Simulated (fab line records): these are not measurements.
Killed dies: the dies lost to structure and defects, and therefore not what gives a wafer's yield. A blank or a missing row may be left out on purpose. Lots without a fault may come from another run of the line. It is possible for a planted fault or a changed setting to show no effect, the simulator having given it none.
The same fault as seen by 2 desks + flow gf180mcu + each desk has only its own numbers; what lay behind them comes last

## FROM THE METROLOGY DESK
What the gauges read for every lot (on any tool): the sampled wafers with a number, averaged. Marked OUT: a lot whose mean sits more than 4 standard deviations from the usual mean, which makes it out of limits; the brackets give that distance.
Columns: A = V2_BOW at GF_V2_BOW_MEAS_05, usual 99 um
| lot  | first seen here | A   |
|------|-----------------|-----|
| L619 | day 19 00:40    | 89  |
| L620 | day 19 16:22    | 102 |
| L621 | day 19 17:58    | 96  |
| L622 | day 20 00:54    | 96  |
| L623 | day 20 12:05    | 96  |
| L624 | day 20 19:03    | 103 |
| L625 | day 21 01:26    | 93  |
| L626 | day 21 16:56    | 94  |
| L634 | day 24 20:58    | 104 |
| L639 | day 25 22:19    | 100 |
| L640 | day 26 08:22    | 97  |
| L641 | day 26 10:04    | 108 |
| L642 | day 26 21:22    | 93  |
This desk's verdict: no lot among the 13 shows anything out of limits.

## TOOL OWNER'S DESK, cmp-01
The tool's own readings at GF_V2_CMP_26 (polishes, stops on SiO2, t overpolish 15 s, target thk 0 nm): means of the sampled wafers that have a number, for each lot that ran on this tool. Marked OUT: a lot whose mean sits more than 4 standard deviations from the usual mean, which makes it out of limits; the brackets give that distance.
Columns: A = motorCurrentA at GF_V2_CMP_26, usual 11.1 A; B = overpolishRunS at GF_V2_CMP_26, usual 14.999 s; C = timeToEndpointS at GF_V2_CMP_26, usual 84 s
| lot  | first seen here | A    | B                       | C              |
|------|-----------------|------|-------------------------|----------------|
| L619 | day 20 03:05    | 10.8 | 14.989                  | 87             |
| L620 | day 20 19:01    | 10.1 | 14.999                  | 82             |
| L622 | day 21 02:59    | 11.0 | 14.998                  | 83             |
| L625 | day 22 02:08    | 9.5  | 14.999                  | 85             |
| L626 | day 22 17:16    | 10.8 | 14.994                  | 86             |
| L634 | day 25 19:27    | 10.7 | 7.521 (-99 or more) OUT | 108 (+6.4) OUT |
This desk's verdict: out of limits on L634, starting with L634 at day 25 19:27 (overpolishRunS at GF_V2_CMP_26). In limits: L619, L620, L622, L625, L626.

## PUT TOGETHER
The tool owner's desk had the chance to raise an alarm at day 25 19:27 on L634.
Metrology desk: nothing out of limits seen.
The metrology desk holds a record of L634, inside its limits.
On cmp-01, each named lot ran GF_V2_CMP_26.

## WHAT THE SIMULATOR HAD PUT IN
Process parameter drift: cmp-01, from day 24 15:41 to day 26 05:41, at GF_V2_CMP_26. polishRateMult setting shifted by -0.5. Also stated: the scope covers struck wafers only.
Lots struck among those shown: L634.
Each desk's first reading out of limits, in hours after the fault started: the tool owner's desk, 28.
